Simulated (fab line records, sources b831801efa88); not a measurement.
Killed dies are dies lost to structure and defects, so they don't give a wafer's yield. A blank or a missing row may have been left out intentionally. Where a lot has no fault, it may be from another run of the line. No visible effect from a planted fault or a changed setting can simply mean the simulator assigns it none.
fab line records	flow sky130
record lots=6	wafers=18	lastDay=49
route steps=708 shown VT_ADJUST_HVTR@134 VT_ADJUST_PCH@143 PAD_OPEN@708
lots that met no fault: taken from a fault-free run of the same line
startH: hours from the record's opening day to when the first of the lot's shown wafers began	waitH: how many hours have passed since the lot's step before this one	" as in the row above	L1.1+2: several wafers, shown together as one row	- value missing, or start not given	* or withheld: withheld	< > ~ a bound
route shown NAME@n: NAME is a module with steps in the file, n the number in the route of the first one	usual: mean/standard deviation taken from wafers without a fault	same: alike in all rows	chamber/n: place in a boat	sites: per-site readings	_std_site: the standard deviation of these	_edge_site: outer sites' mean less inner sites'	radiusMm: for every site, how far away it sits from the centre of the wafer	mask NAME#n: copy n	behind: the most recent tool/chamber to have shaped the wafer	hold: why the lot was held/for how many hours/how that ended	device: names the non-switching transistor (n, p or np)	end of line: at the end of the route, the tests of the same wafers	step lacking rows: just its recipe	killed: count of dies lost to structure and defects at first sort (not the wafer's yield)	map: a wafer's dies, x killed, . not, _ none there
set.NAME: setting as actually run; set.NAME@STEP: the setting as run at that earlier step	model.NAME: the simulator's own value behind a step, which no gauge read
lots at some steps of the route; a table a step, a row a wafer
services: when a tool's chamber went out of use (startH, in hours from the record's first day, below 0 if earlier), for how many hours, and the reason
## steps
# step SKY_VT_ADJUST_HVTR_SOFTBAKE_03
# recipe tempC=90	timeS=60	resist=NOVOLAK
# step SKY_VT_ADJUST_HVTR_EXPOSE_04
# recipe maskId=HVTRM	targetCdNm=380	na=0.6	sourceShape=conventional	sigmaOuter=0.6	doseMj=150
# step SKY_VT_ADJUST_HVTR_PEB_05
# recipe tempC=withheld	timeS=*	resist=NOVOLAK
# step SKY_VT_ADJUST_HVTR_DEVELOP_06
# recipe developTimeS=60	devTempC=23
# step SKY_VT_ADJUST_HVTR_CD_MEAS_07
# recipe targetCdNm=380
# usual cdNm=380.3/2.4
lot.wafer	tool	chamber	startH	waitH	cdNm
L124.2	cdSem-01	-	205.59	0.1	382.1
L124.4	"	-	"	"	382.3
L124.6	"	-	"	"	384.0
L133.3	cdSem-01	-	289.01	0.1	381.4
L133.5	"	-	"	"	382.8
L133.6	"	-	"	"	381.5
L136.1	cdSem-02	-	303.32	0.1	379.5
L136.2	"	-	"	"	380.3
L136.3	"	-	"	"	379.1
L137.1	cdSem-02	-	306.73	0.1	382.3
L137.5	"	-	"	"	380.9
L137.6	"	-	"	"	383.7
L138.2	cdSem-01	-	312.86	0.1	381.1
L138.5	"	-	"	"	381.2
L138.6	"	-	"	"	382.4
L139.2	cdSem-01	-	318.61	0.1	385.0
L139.3	"	-	"	"	381.9
L139.5	"	-	"	"	382.6
# step SKY_VT_ADJUST_HVTR_OVL_MEAS_08
# usual VT_ADJUST_HVTR_OVL=-0.6/1.4
lot.wafer	tool	chamber	startH	waitH	VT_ADJUST_HVTR_OVL[nm]
L124.2	overlay-02	-	205.70	0.1	1.2
L124.4	"	-	"	"	-0.6
L124.6	"	-	"	"	1.3
L133.3	overlay-01	-	289.10	0.1	2.8
L133.5	"	-	"	"	1.8
L133.6	"	-	"	"	0.4
L136.1	overlay-02	-	303.44	0.1	1.7
L136.2	"	-	"	"	1.3
L136.3	"	-	"	"	-0.9
L137.1	overlay-02	-	306.85	0.1	-1.4
L137.5	"	-	"	"	-0.8
L137.6	"	-	"	"	-1.0
L138.2	overlay-01	-	312.96	0.1	-0.5
L138.5	"	-	"	"	-0.8
L138.6	"	-	"	"	-2.2
L139.2	overlay-01	-	318.71	0.1	-0.1
L139.3	"	-	"	"	-1.0
L139.5	"	-	"	"	-0.9
# step SKY_VT_ADJUST_HVTR_IMPLANT_09
# recipe species=B	energyKev=10	doseCm2=2.1e+12	tiltDeg=withheld
# step SKY_VT_ADJUST_HVTR_STRIP_10
# recipe chemistry=O2/N2	powerW=1400	pressureMtorr=1500	platenTempC=withheld	o2FlowSccm=3000	n2FlowSccm=300	overashFraction=0.5
# usual drypumpMotorCurrentA=5.6/0.53	n2FlowSccm=299.9/0.96	oesProductAu=0.715/0.0038	stripTimeToEndpointS=14.16/0.046
# same overashFraction=0.5
lot.wafer	tool	chamber	startH	waitH	drypumpMotorCurrentA	n2FlowSccm	oesProductAu	rfHoursCounterH	stripTimeToEndpointS
L124.2	plasmaAsher-04	0	205.88	0.1	6.8	301.3	0.723	39	14.13
L124.4	"	1	"	"	5.3	299.9	0.718	-	14.13
L124.6	"	1	"	"	5.3	299.5	0.715	-	14.08
L133.3	plasmaAsher-04	0	289.31	0.1	6.8	299.4	0.715	-	14.24
L133.5	"	0	"	"	6.8	300.2	0.712	-	14.24
L133.6	"	1	"	"	5.2	301.8	0.715	-	14.16
L136.1	plasmaAsher-01	0	303.63	0.1	5.2	299.6	0.727	62	14.15
L136.2	"	1	"	"	5.5	300.7	0.719	62	14.12
L136.3	"	1	"	"	5.5	299.1	0.717	-	14.14
L137.1	plasmaAsher-04	0	307.04	0.1	6.8	298.3	0.715	49	14.14
L137.5	"	1	"	"	5.3	299.7	0.710	-	14.14
L137.6	"	0	"	"	6.8	300.5	0.715	-	14.19
L138.2	plasmaAsher-03	1	313.14	0.1	5.3	299.6	0.716	61	14.22
L138.5	"	0	"	"	5.8	299.6	0.713	-	14.22
L138.6	"	1	"	"	5.3	299.5	0.721	-	14.21
L139.2	plasmaAsher-03	1	318.89	0.1	5.3	299.5	0.718	62	14.14
L139.3	"	1	"	"	5.3	300.5	0.713	-	14.11
L139.5	"	0	"	"	5.8	300.3	0.718	-	14.14
# step SKY_VT_ADJUST_HVTR_TW_MEAS_11
# usual VT_ADJUST_HVTR_TW=208.5/1.9
lot.wafer	tool	chamber	startH	waitH	VT_ADJUST_HVTR_TW
L124.2	filmMetro-01	-	205.99	0.1	206.9
L124.4	"	-	"	"	207.1
L124.6	"	-	"	"	207.2
L133.3	filmMetro-04	-	289.40	0.1	207.4
L133.5	"	-	"	"	207.4
L133.6	"	-	"	"	207.5
L136.1	filmMetro-02	-	303.73	0.1	209.8
L136.2	"	-	"	"	210.2
L136.3	"	-	"	"	210.3
L137.1	filmMetro-04	-	307.14	0.1	207.3
L137.5	"	-	"	"	207.9
L137.6	"	-	"	"	207.3
L138.2	filmMetro-04	-	313.25	0.1	204.8
L138.5	"	-	"	"	206.4
L138.6	"	-	"	"	204.9
L139.2	filmMetro-04	-	319.00	0.1	206.6
L139.3	"	-	"	"	206.0
L139.5	"	-	"	"	206.2
# step SKY_VT_ADJUST_PCH_DEHYDRATE_00
# recipe tempC=200	timeS=60
# step SKY_VT_ADJUST_PCH_HMDS_01
# recipe primeTimeS=60	primeTempC=120
# step SKY_VT_ADJUST_PCH_COAT_02
# recipe spinRpm=2000	resistThkNm=3000
# step SKY_VT_ADJUST_PCH_SOFTBAKE_03
# recipe tempC=110	timeS=withheld
# usual heaterPowerTotalW=65.30/0.14	plateTempC=109.98/0.13	resistLineTempC=22.99/0.094
lot.wafer	tool	chamber	startH	waitH	heaterPowerTotalW	plateTempC	resistLineTempC
L124.2	lithoTrack-02	0	217.31	0.1	65.14	110.09	22.89
L124.4	"	0	"	"	65.31	110.08	23.08
L124.6	"	0	"	"	65.42	110.00	23.07
L133.3	lithoTrack-03	0	302.89	0.1	65.27	109.91	22.90
L133.5	"	0	"	"	65.38	109.96	23.01
L133.6	"	0	"	"	65.38	110.20	23.06
L136.1	lithoTrack-03	0	316.52	0.1	65.36	109.97	22.97
L136.2	"	0	"	"	65.30	109.95	22.94
L136.3	"	0	"	"	65.40	109.91	22.77
L137.1	lithoTrack-03	0	319.92	0.1	63.40	107.70	22.99
L137.5	"	0	"	"	63.35	107.67	22.97
L137.6	"	0	"	"	63.57	107.59	22.90
L138.2	lithoTrack-02	0	326.46	0.1	65.42	109.86	22.93
L138.5	"	0	"	"	65.17	110.13	23.05
L138.6	"	0	"	"	65.51	109.94	22.94
L139.2	lithoTrack-03	0	333.20	0.1	63.69	107.93	22.92
L139.3	"	0	"	"	63.43	107.71	23.04
L139.5	"	0	"	"	63.37	107.69	22.92
# step SKY_VT_ADJUST_PCH_EXPOSE_04
# recipe maskId=NWM	na=0.6	sourceShape=conventional	sigmaOuter=0.6	polarization=unpolarized	targetCdNm=840	doseMj=255
# step SKY_VT_ADJUST_PCH_PEB_05
# recipe tempC=115	timeS=withheld
# step SKY_VT_ADJUST_PCH_DEVELOP_06
# recipe wallAngleDeg=90	developer=TMAH	developTimeS=60	devTempC=23
# usual resistLineTempC=23.04/0.1
lot.wafer	tool	chamber	startH	waitH	resistLineTempC	model.coat_of_VT_ADJUST_PCH_COAT_02.thkNm
L124.2	lithoTrack-01	0	-	-	23.05	2995
L124.4	"	0	"	"	23.12	3000
L124.6	"	0	"	"	23.11	3000
L133.3	lithoTrack-01	0	-	-	23.12	3006
L133.5	"	0	"	"	23.07	3001
L133.6	"	0	"	"	23.11	3001
L136.1	lithoTrack-02	0	-	-	23.14	2998
L136.2	"	0	"	"	23.12	3001
L136.3	"	0	"	"	23.10	3005
L137.1	lithoTrack-01	0	-	-	23.14	3021
L137.5	"	0	"	"	23.10	3020
L137.6	"	0	"	"	23.12	3018
L138.2	lithoTrack-03	0	-	-	23.08	3024
L138.5	"	0	"	"	23.06	3023
L138.6	"	0	"	"	23.03	3009
L139.2	lithoTrack-03	0	-	-	22.97	3006
L139.3	"	0	"	"	23.06	3006
L139.5	"	0	"	"	22.90	2999
# step SKY_VT_ADJUST_PCH_OVL_MEAS_07
# usual VT_ADJUST_PCH_OVL=-0.9/1.4
lot.wafer	tool	chamber	startH	waitH	VT_ADJUST_PCH_OVL[nm]
L124.2	overlay-01	-	229.93	-	-1.5
L124.4	"	-	"	"	0.9
L124.6	"	-	"	"	-1.6
L133.3	overlay-02	-	315.84	-	-1.2
L133.5	"	-	"	"	0.3
L133.6	"	-	"	"	-1.1
L136.1	overlay-01	-	330.23	-	-1.0
L136.2	"	-	"	"	-0.6
L136.3	"	-	"	"	0.3
L137.1	overlay-01	-	334.22	-	-3.7
L137.5	"	-	"	"	-1.6
L137.6	"	-	"	"	-0.3
L138.2	overlay-01	-	340.93	-	-3.3
L138.5	"	-	"	"	-2.4
L138.6	"	-	"	"	-1.7
L139.2	overlay-02	-	347.08	-	-1.8
L139.3	"	-	"	"	-1.8
L139.5	"	-	"	"	-2.6
# step SKY_PAD_OPEN_PROBE_99
# usual killed_at_M0_to_M3=43/6.6	killed_at_M4_up=3.2/1.9	killedAtContacts=25/5.3	killedAtFrontEnd=16/4.5	killedAtOther=0.3/0.63	killedDies=87/8.9	killedOnRim=17/3.7	killedOpen=48/7.9	killedShort=39/5.3
# same grossDies=492	killedAtBackSide=0
lot.wafer	tool	chamber	startH	waitH	killed_at_M0_to_M3	killed_at_M4_up	killedAtContacts	killedAtFrontEnd	killedAtOther	killedDies	killedOnRim	killedOpen	killedShort
L133.3	prober-01	-	1143.10	0.2	45	3	25	14	0	87	19	46	41
L133.5	prober-01	-	1143.20	0.2	38	4	29	12	0	83	14	46	37
L133.6	prober-01	-	1143.25	0.2	40	5	17	17	0	79	18	35	44
L136.1	prober-01	-	1153.25	0.1	41	3	25	12	0	81	14	45	36
L136.2	prober-01	-	1153.30	0.1	45	7	22	17	0	91	15	49	42
L136.3	prober-01	-	1153.35	0.2	36	10	20	7	2	75	10	43	31
L137.1	prober-01	-	1156.91	0.1	52	3	32	12	0	99	20	61	38
L137.5	prober-01	-	1157.11	0.2	40	1	31	14	0	86	11	53	33
L137.6	prober-01	-	1157.16	0.2	38	1	24	18	1	82	19	42	40
L138.2	prober-02	-	1160.24	0.1	59	1	20	23	0	103	22	56	46
L138.5	prober-02	-	1160.39	0.2	52	1	24	10	0	87	14	49	37
L138.6	prober-02	-	1160.44	0.2	35	1	21	17	0	74	14	35	39
L139.2	prober-01	-	1172.05	0.1	50	2	26	14	0	92	17	54	38
L139.3	prober-01	-	1172.10	0.2	46	3	31	20	1	101	16	61	40
L139.5	prober-01	-	1172.20	0.2	44	5	32	18	0	99	17	53	46
# killed by level:class
L133.3 CONTACT:geometricParticle:open=9 LI_CONTACT:geometricParticle:open=8 VIA1:geometricParticle:open=6 METAL3:geometricParticle:short=6 VIA2:geometricParticle:open=6 METAL2:geometricParticle:short=5 LOCAL_INTERCONNECT:geometricParticle:short=4 POLY_GATE:geometricParticle:open=4
L133.5 CONTACT:geometricParticle:open=11 METAL2:geometricParticle:short=9 VIA2:geometricParticle:open=9 LI_CONTACT:geometricParticle:open=7 VIA1:geometricParticle:open=6 VIA3:geometricParticle:open=5 FIELD_ISO:geometricParticle:short=4 METAL4:geometricParticle:short=4
L133.6 METAL2:geometricParticle:short=8 CONTACT:geometricParticle:open=6 VIA2:geometricParticle:open=6 VIA1:geometricParticle:short=5 FIELD_ISO:geometricParticle:open=5 POLY_GATE:geometricParticle:short=5 LOCAL_INTERCONNECT:geometricParticle:short=5 METAL1:geometricParticle:short=5
L136.1 VIA1:geometricParticle:open=10 LI_CONTACT:geometricParticle:open=8 CONTACT:geometricParticle:open=8 VIA3:geometricParticle:open=6 VIA2:geometricParticle:open=6 METAL1:geometricParticle:short=4 POLY_GATE:geometricParticle:short=4 CONTACT:geometricParticle:short=4
L136.2 VIA1:geometricParticle:open=13 CONTACT:geometricParticle:open=8 LI_CONTACT:geometricParticle:open=7 METAL1:geometricParticle:short=7 FIELD_ISO:geometricParticle:short=5 METAL4:geometricParticle:short=5 VIA3:geometricParticle:open=5 VIA2:geometricParticle:short=4
L136.3 VIA2:geometricParticle:open=9 VIA1:geometricParticle:open=9 METAL4:geometricParticle:short=7 LI_CONTACT:geometricParticle:open=6 CONTACT:geometricParticle:open=6 METAL1:geometricParticle:short=6 LI_CONTACT:geometricParticle:short=5 METAL2:geometricParticle:short=4
L137.1 VIA1:geometricParticle:open=12 VIA3:geometricParticle:open=11 CONTACT:geometricParticle:open=10 LI_CONTACT:geometricParticle:open=10 CONTACT:geometricParticle:short=6 METAL3:geometricParticle:short=5 VIA2:geometricParticle:open=5 VIA1:geometricParticle:short=4
L137.5 CONTACT:geometricParticle:open=17 VIA1:geometricParticle:open=10 LI_CONTACT:geometricParticle:open=8 METAL2:geometricParticle:short=5 VIA1:geometricParticle:short=4 POLY_GATE:geometricParticle:short=4 POLY_GATE:geometricParticle:open=4 VIA2:geometricParticle:short=4
L137.6 CONTACT:geometricParticle:open=12 METAL2:geometricParticle:short=8 VIA1:geometricParticle:open=7 CONTACT:geometricParticle:short=6 VIA3:geometricParticle:open=6 FIELD_ISO:geometricParticle:open=4 FIELD_ISO:geometricParticle:short=4 VIA1:geometricParticle:short=4
L138.2 VIA2:geometricParticle:open=17 FIELD_ISO:geometricParticle:open=11 FIELD_ISO:geometricParticle:short=6 LOCAL_INTERCONNECT:geometricParticle:short=6 METAL2:geometricParticle:short=6 VIA2:geometricParticle:short=6 LI_CONTACT:geometricParticle:open=5 METAL1:geometricParticle:short=5
L138.5 VIA1:geometricParticle:open=13 VIA3:geometricParticle:open=12 LI_CONTACT:geometricParticle:open=8 METAL2:geometricParticle:short=7 CONTACT:geometricParticle:open=6 LI_CONTACT:geometricParticle:short=4 CONTACT:geometricParticle:short=4 METAL1:geometricParticle:short=4
L138.6 LI_CONTACT:geometricParticle:open=8 CONTACT:geometricParticle:open=6 VIA1:geometricParticle:open=6 FIELD_ISO:geometricParticle:open=5 FIELD_ISO:geometricParticle:short=5 METAL1:geometricParticle:short=5 VIA1:geometricParticle:short=5 POLY_GATE:geometricParticle:short=4
L139.2 CONTACT:geometricParticle:open=14 METAL1:geometricParticle:short=9 VIA1:geometricParticle:open=8 LI_CONTACT:geometricParticle:open=7 VIA3:geometricParticle:open=7 FIELD_ISO:geometricParticle:open=6 VIA2:geometricParticle:open=6 VIA1:geometricParticle:short=5
L139.3 CONTACT:geometricParticle:open=13 VIA1:geometricParticle:open=12 VIA3:geometricParticle:open=8 FIELD_ISO:geometricParticle:open=6 POLY_GATE:geometricParticle:open=6 CONTACT:geometricParticle:short=6 LI_CONTACT:geometricParticle:open=5 METAL1:geometricParticle:short=5
L139.5 VIA1:geometricParticle:open=11 CONTACT:geometricParticle:short=11 VIA3:geometricParticle:open=9 CONTACT:geometricParticle:open=8 VIA1:geometricParticle:short=7 LI_CONTACT:geometricParticle:open=6 FIELD_ISO:geometricParticle:open=5 POLY_GATE:geometricParticle:open=5
## services
tool	chamber	startH	hours	kind
plasmaAsher-01	-	315.76	2.8	pm
lithoTrack-02	-	326.55	-	consumableReplace:filter
## key
firstSign step=SKY_VT_ADJUST_PCH_SOFTBAKE_03	reading=plateTempC	direction=down	sigmas=18	usual=*	struck=*
effect step=SKY_VT_ADJUST_PCH_SOFTBAKE_03	reading=heaterPowerTotalW	direction=down	sigmas=13	usual=*	struck=*
modelEffect step=SKY_VT_ADJUST_PCH_DEVELOP_06	value=coat_of_VT_ADJUST_PCH_COAT_02.thkNm	without=2994	struck=3012
metAt SKY_VT_ADJUST_PCH_SOFTBAKE_03
struckWafers L137.1,L137.5,L137.6,L139.2,L139.3,L139.5
testerLeftOut L137,L139
onsetBetween 316.52 319.92
fault kind=processParameterDrift	tool=lithoTrack-03	chamber=-	onsetH=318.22	steps=SKY_VT_ADJUST_PCH_SOFTBAKE_03	channel=tempC	offset=*	shape=step	endH=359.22	actsIn=*	stated=*
# testerLeftOut: of these lots the tester's yield and bins aren't shown, on N5 and GAA mostly nor the transistor test; their killed dies are dies lost to structure and defects alone, not to doping, threshold or leakage, so they don't give the yield
